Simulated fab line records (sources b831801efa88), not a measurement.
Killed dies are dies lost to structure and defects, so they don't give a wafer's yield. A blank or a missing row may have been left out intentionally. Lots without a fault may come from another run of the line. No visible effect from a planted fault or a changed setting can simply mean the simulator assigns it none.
The tool behind it: which one? / flow sky130 / 42 wafers from 14 lots sampled at 3 of the route's 708 steps

## WHAT THE GAUGES SHOWED, per wafer
SKY_LDD_P_CD_MEAS_07: the cd target is 380 nm.
lot=L202; measured=day 19 04:05; on=cdSem-02; cdNm (nm)=377.1 375.8 375.0
lot=L204; measured=day 19 22:43; on=cdSem-01; cdNm (nm)=386.0 383.9 387.3
lot=L208; measured=day 21 18:19; on=cdSem-02; cdNm (nm)=379.3 381.5 378.0
lot=L211; measured=day 22 15:53; on=cdSem-02; cdNm (nm)=383.1 383.2 383.7
lot=L215; measured=day 23 17:11; on=cdSem-02; cdNm (nm)=- - -
lot=L214; measured=day 23 20:50; on=cdSem-01; cdNm (nm)=- - -
lot=L218; measured=day 25 02:34; on=cdSem-01; cdNm (nm)=375.9 380.5 379.5
lot=L219; measured=day 25 09:23; on=cdSem-01; cdNm (nm)=377.9 380.2 378.3
lot=L220; measured=day 25 17:52; on=cdSem-01; cdNm (nm)=384.8 384.4 382.6
lot=L221; measured=day 26 00:26; on=cdSem-01; cdNm (nm)=375.3 378.6 377.2
lot=L223; measured=day 26 11:20; on=cdSem-01; cdNm (nm)=378.6 377.6 379.8
lot=L222; measured=day 26 17:26; on=cdSem-02; cdNm (nm)=383.0 382.1 382.0
lot=L224; measured=day 27 03:55; on=cdSem-02; cdNm (nm)=381.3 382.6 384.0
lot=L225; measured=day 27 09:50; on=cdSem-01; cdNm (nm)=382.7 379.6 383.2

## EACH LOT AND THE TOOL THAT RAN IT (in order: tool; ch and the chambers of the sampled wafers; start)
lot=L202; SKY_GATE_OXIDE_STRIP_13=plasmaAsher-02 ch 0,1, day 13 22:57; SKY_LDD_P_DEVELOP_06=lithoTrack-01 ch 0, day 19 03:56
lot=L204; SKY_GATE_OXIDE_STRIP_13=plasmaAsher-04 ch 0,1, day 14 15:17; SKY_LDD_P_DEVELOP_06=lithoTrack-03 ch 0, day 19 22:34
lot=L208; SKY_GATE_OXIDE_STRIP_13=plasmaAsher-03 ch 0,1, day 16 05:17; SKY_LDD_P_DEVELOP_06=lithoTrack-04 ch 0, day 21 18:10
lot=L211; SKY_GATE_OXIDE_STRIP_13=plasmaAsher-03 ch 0,1, day 17 00:09; SKY_LDD_P_DEVELOP_06=lithoTrack-03 ch 0, day 22 15:44
lot=L215; SKY_GATE_OXIDE_STRIP_13=plasmaAsher-03 ch 0,1, day 18 06:47; SKY_LDD_P_DEVELOP_06=lithoTrack-01, day 23 17:02
lot=L214; SKY_GATE_OXIDE_STRIP_13=plasmaAsher-02 ch 0,1, day 18 08:43; SKY_LDD_P_DEVELOP_06=lithoTrack-04, day 23 20:41
lot=L218; SKY_GATE_OXIDE_STRIP_13=plasmaAsher-02 ch 0,1, day 19 14:05; SKY_LDD_P_DEVELOP_06=lithoTrack-01 ch 0, day 25 02:25
lot=L219; SKY_GATE_OXIDE_STRIP_13=plasmaAsher-02 ch 0,1, day 19 22:22; SKY_LDD_P_DEVELOP_06=lithoTrack-04 ch 0, day 25 09:14
lot=L220; SKY_GATE_OXIDE_STRIP_13=plasmaAsher-02 ch 0,1, day 20 09:52; SKY_LDD_P_DEVELOP_06=lithoTrack-01 ch 0, day 25 17:43
lot=L221; SKY_GATE_OXIDE_STRIP_13=plasmaAsher-02 ch 0,1, day 20 15:35; SKY_LDD_P_DEVELOP_06=lithoTrack-03 ch 0, day 26 00:17
lot=L223; SKY_GATE_OXIDE_STRIP_13=plasmaAsher-02 ch 0,1, day 21 02:46; SKY_LDD_P_DEVELOP_06=lithoTrack-04 ch 0, day 26 11:11
lot=L222; SKY_GATE_OXIDE_STRIP_13=plasmaAsher-04 ch 0,1, day 21 03:02; SKY_LDD_P_DEVELOP_06=lithoTrack-04 ch 0, day 26 17:17
lot=L224; SKY_GATE_OXIDE_STRIP_13=plasmaAsher-03 ch 0,1, day 21 19:50; SKY_LDD_P_DEVELOP_06=lithoTrack-04 ch 0, day 27 03:46
lot=L225; SKY_GATE_OXIDE_STRIP_13=plasmaAsher-03 ch 0,1, day 22 01:28; SKY_LDD_P_DEVELOP_06=lithoTrack-04 ch 0, day 27 09:41
- SKY_GATE_OXIDE_STRIP_13: strips in O2/N2.
- SKY_LDD_P_DEVELOP_06: develop time 60 s.

## AS READ BY THE TOOLS THEMSELVES (means over the sampled wafers that have a number; for cases with no such wafer, the mark the record gives instead)
SKY_GATE_OXIDE_STRIP_13.
lot=L202; tool=plasmaAsher-02; drypumpMotorCurrentA (A)=5.9; oesProductAu (a.u.)=0.718; stripTimeToEndpointS (s)=14.17
lot=L204; tool=plasmaAsher-04; drypumpMotorCurrentA (A)=5.6; oesProductAu (a.u.)=0.718; stripTimeToEndpointS (s)=14.19
lot=L208; tool=plasmaAsher-03; drypumpMotorCurrentA (A)=6.3; oesProductAu (a.u.)=0.717; stripTimeToEndpointS (s)=14.12
lot=L211; tool=plasmaAsher-03; drypumpMotorCurrentA (A)=6.4; oesProductAu (a.u.)=0.721; stripTimeToEndpointS (s)=14.13
lot=L215; tool=plasmaAsher-03; drypumpMotorCurrentA (A)=6.4; oesProductAu (a.u.)=0.716; stripTimeToEndpointS (s)=14.20
lot=L214; tool=plasmaAsher-02; drypumpMotorCurrentA (A)=5.9; oesProductAu (a.u.)=0.720; stripTimeToEndpointS (s)=14.13
lot=L218; tool=plasmaAsher-02; drypumpMotorCurrentA (A)=5.9; oesProductAu (a.u.)=0.714; stripTimeToEndpointS (s)=14.27
lot=L219; tool=plasmaAsher-02; drypumpMotorCurrentA (A)=5.9; oesProductAu (a.u.)=0.718; stripTimeToEndpointS (s)=14.22
lot=L220; tool=plasmaAsher-02; drypumpMotorCurrentA (A)=5.9; oesProductAu (a.u.)=0.719; stripTimeToEndpointS (s)=14.26
lot=L221; tool=plasmaAsher-02; drypumpMotorCurrentA (A)=5.9; oesProductAu (a.u.)=0.716; stripTimeToEndpointS (s)=14.20
lot=L223; tool=plasmaAsher-02; drypumpMotorCurrentA (A)=5.9; oesProductAu (a.u.)=0.718; stripTimeToEndpointS (s)=14.21
lot=L222; tool=plasmaAsher-04; drypumpMotorCurrentA (A)=5.6; oesProductAu (a.u.)=0.722; stripTimeToEndpointS (s)=14.15
lot=L224; tool=plasmaAsher-03; drypumpMotorCurrentA (A)=6.2; oesProductAu (a.u.)=0.716; stripTimeToEndpointS (s)=14.17
lot=L225; tool=plasmaAsher-03; drypumpMotorCurrentA (A)=6.2; oesProductAu (a.u.)=0.717; stripTimeToEndpointS (s)=14.18

SKY_LDD_P_DEVELOP_06.
lot=L202; tool=lithoTrack-01; chillPlateTempC (C)=22.98
lot=L204; tool=lithoTrack-03; chillPlateTempC (C)=22.89
lot=L208; tool=lithoTrack-04; chillPlateTempC (C)=22.98
lot=L211; tool=lithoTrack-03; chillPlateTempC (C)=22.95
lot=L215; tool=lithoTrack-01; chillPlateTempC (C)=-
lot=L214; tool=lithoTrack-04; chillPlateTempC (C)=-
lot=L218; tool=lithoTrack-01; chillPlateTempC (C)=23.01
lot=L219; tool=lithoTrack-04; chillPlateTempC (C)=22.89
lot=L220; tool=lithoTrack-01; chillPlateTempC (C)=22.88
lot=L221; tool=lithoTrack-03; chillPlateTempC (C)=23.15
lot=L223; tool=lithoTrack-04; chillPlateTempC (C)=23.00
lot=L222; tool=lithoTrack-04; chillPlateTempC (C)=23.03
lot=L224; tool=lithoTrack-04; chillPlateTempC (C)=22.89
lot=L225; tool=lithoTrack-04; chillPlateTempC (C)=23.12

## THE ANSWER, worked out from the rows above alone
Rule: the usual values come from the lots themselves. Put in order of their means at a reading, lots are off if they are a third of the lots or fewer, leave a main group of 4 or more, and stand apart from it by a gap of 3 or more times the standard deviation of the main group's means; of several such gaps the widest counts. A main group whose means are all the same, to the digits that the tables above print for the reading, isn't used. Also off: a lot with no number at a reading for which 4 or more lots have one. Any other lot the step has rows for is counted as sound. The gauges are gone through in route order, then the tools' own readings, and for those a lot's mean is taken as printed above. The first step at which some lot is off is used, and at that step the reading that is off furthest; a lot without a number counts as furthest.
Off at SKY_LDD_P_CD_MEAS_07 (cdNm): L215, L214. Without a number there: L215, L214. The main group has a mean of 380.7 nm with a standard deviation of 2.9.
If a tool, at a process step before that reading, ran all the lots that are off and no sound lot after the first of them, it fits. The gauges at SKY_LDD_P_CD_MEAS_07 aren't tried: what is off there is off at SKY_LDD_P_DEVELOP_06 too, on other tools, and a gauge's error can't cause that. Of those tried, none fits.

## WHAT WAS PUT IN BY THE SIMULATOR
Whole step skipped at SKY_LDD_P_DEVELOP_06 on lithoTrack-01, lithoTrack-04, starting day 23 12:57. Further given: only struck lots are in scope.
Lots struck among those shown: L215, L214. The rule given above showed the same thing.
